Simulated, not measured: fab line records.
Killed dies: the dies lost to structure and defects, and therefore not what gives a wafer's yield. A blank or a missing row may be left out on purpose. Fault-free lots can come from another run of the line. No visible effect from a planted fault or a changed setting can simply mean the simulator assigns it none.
What tool caused it?	flow sky130	26 wafers from 9 lots sampled at 2 of the route's 708 steps

== WHAT EACH GAUGE READ, for each wafer ==
No reading from a measuring or inspecting step in the record can be judged against a usual standard deviation.

== TOOL THAT RAN EACH LOT (tool first, then ch and the chambers of the sampled wafers, then the start) ==
lot	SKY_METAL4_ETCH_16	SKY_PAD_OPEN_PROBE_99
L543	rie_metal-04 ch 0,1, day 42 08:22	prober-02, day 46 05:58
L544	rie_metal-01 ch 0,1, day 43 04:46	prober-01, day 47 00:47
L545	rie_metal-01 ch 1, day 43 06:37	prober-01, day 47 02:44
L553	rie_metal-04 ch 1, day 44 22:28	prober-02, day 48 15:08
L557	rie_metal-01 ch 0,1, day 46 01:40	prober-02, day 49 13:56
L560	rie_metal-01 ch 0, day 46 11:39	prober-01, day 49 22:53
L561	rie_metal-03 ch 0,1, day 46 16:30	prober-02, day 50 01:45
L564	rie_metal-01 ch 0,1, day 47 13:13	prober-01, day 50 16:38
L566	rie_metal-03 ch 0,1, day 47 14:36	prober-02, day 50 17:57
- SKY_METAL4_ETCH_16: etches BARC in N2/H2, stops on SiO2, time 88.2 s, target depth 60 nm.
- SKY_PAD_OPEN_PROBE_99

== WHAT THE TOOLS THEMSELVES READ (means of the sampled wafers that have a number; where no wafer has one, the mark that the record gives instead) ==
SKY_METAL4_ETCH_16. Usual: chamber_pressure_mTorr 29.999 mTorr, standard deviation 0.024; drypump_motor_current_A 6.0 A, standard deviation 0.51; oes_product_au 0.626 a.u., standard deviation 0.005; run_length_s 116.6 s, standard deviation 0.56; throttle_valve_pct 13.206 %, standard deviation 0.0086.
lot	tool	chamber_pressure_mTorr (mTorr)	drypump_motor_current_A (A)	oes_product_au (a.u.)	run_length_s (s)	throttle_valve_pct (%)	flag
L543	rie_metal-04	29.993	6.2	0.624	116.7	13.212	
L544	rie_metal-01	29.984	6.1	0.624	116.2	13.204	
L545	rie_metal-01	30.002	6.2	0.628	116.3	13.196	
L553	rie_metal-04	29.989	5.4	0.678	109.5	13.208	OFF
L557	rie_metal-01	30.014	6.1	0.630	116.1	13.206	
L560	rie_metal-01	29.994	5.9	0.626	116.4	13.207	
L561	rie_metal-03	30.016	6.0	0.628	116.0	13.198	
L564	rie_metal-01	30.009	6.1	0.623	116.1	13.205	
L566	rie_metal-03	29.985	6.0	0.624	116.0	13.200	

SKY_PAD_OPEN_PROBE_99. Usual: defect_limited_yield 82.3 %, standard deviation 1.9; killed_at_M0_to_M3 44, standard deviation 6.5; killed_at_M4_up 3.3, standard deviation 1.9; killed_at_contacts 24, standard deviation 5.3; killed_at_front_end 15, standard deviation 4.5; killed_at_other 0.3, standard deviation 0.58; killed_dies 87, standard deviation 9.3; killed_open 48, standard deviation 6.6; killed_short 39, standard deviation 6.1; sort_bin_3_pad_short 0.9 %, standard deviation 0.46; sort_bin_5_function 10.5 %, standard deviation 1.6; sort_bin_6_memory 6.3 %, standard deviation 1.1; sort_n_pass 405, standard deviation 9.3; sort_yield_pct 82.3 %, standard deviation 1.9.
lot	tool	defect_limited_yield (%)	killed_at_M0_to_M3	killed_at_M4_up	killed_at_contacts	killed_at_front_end	killed_at_other	killed_dies	killed_open	killed_short	sort_bin_3_pad_short (%)	sort_bin_5_function (%)	sort_bin_6_memory (%)	sort_n_pass	sort_yield_pct (%)	flag
L543	prober-02	80.9	46	2.7	28	17	0.3	94	52	42	1.0	11.9	6.2	398	80.9	
L544	prober-01	83.6	41	2.7	22	14	0.3	81	47	34	0.9	9.6	5.9	411	83.6	
L545	prober-01	83.6	41	5.0	18	16	0.3	81	46	35	0.4	10.1	5.9	411	83.6	
L553	prober-02	81.7	48	3.5	26	12	0.0	90	48	42	0.6	11.9	5.8	402	81.7	
L557	prober-02	79.1	57	6.0	22	17	0.7	103	55	48	0.6	12.9	7.3	389	79.1	
L560	prober-01	79.5	51	2.7	28	19	0.0	101	55	46	1.2	12.7	6.6	391	79.5	
L561	prober-02	83.3	38	3.0	28	13	0.3	82	46	37	0.5	9.6	6.6	410	83.3	
L564	prober-01	82.8	39	3.7	26	16	0.0	85	48	36	0.9	10.1	6.2	407	82.8	
L566	prober-02	82.1	45	3.3	26	14	0.3	88	49	40	0.8	11.3	5.8	404	82.1	

== THE ANSWER, worked out from the rows above alone ==
Rule: a lot is off if the mean of its wafers that have a number lies more than 3 standard deviations from the usual mean. Also off: a lot with no number at a reading for which 4 or more lots have one. All remaining lots with rows at the step are treated as sound. Order of review: gauges by route order, followed by the tools' own readings, for which a lot's mean as printed above is used. The first step at which some lot is off is used, and at that step the reading that is off furthest; a lot without a number counts as furthest.
Off: L553, at SKY_METAL4_ETCH_16 (run_length_s).
If a tool, at that step or one of the process steps before it, ran each lot that is off and ran no sound lot following the first of them, it fits. One fits: rie_metal-04 at SKY_METAL4_ETCH_16. A fault onset in the window from L543 (day 42 08:22, its last sound lot) to L553 (day 44 22:28, its first lot off) fits.
The tool's own readings at SKY_METAL4_ETCH_16 bear it out: on the lots that are off they differ by more than 5 times the standard deviation of the sound lots' means. drypump_motor_current_A reads 5.4 A there against 6.1 A on the sound lots; oes_product_au reads 0.678 a.u. there against 0.626 a.u. on the sound lots; run_length_s reads 109.5 s there against 116.2 s on the sound lots.

== WHAT HAD BEEN PUT IN BY THE SIMULATOR ==
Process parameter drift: rie_metal-04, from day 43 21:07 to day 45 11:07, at SKY_METAL4_ETCH_16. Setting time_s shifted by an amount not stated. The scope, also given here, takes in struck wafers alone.
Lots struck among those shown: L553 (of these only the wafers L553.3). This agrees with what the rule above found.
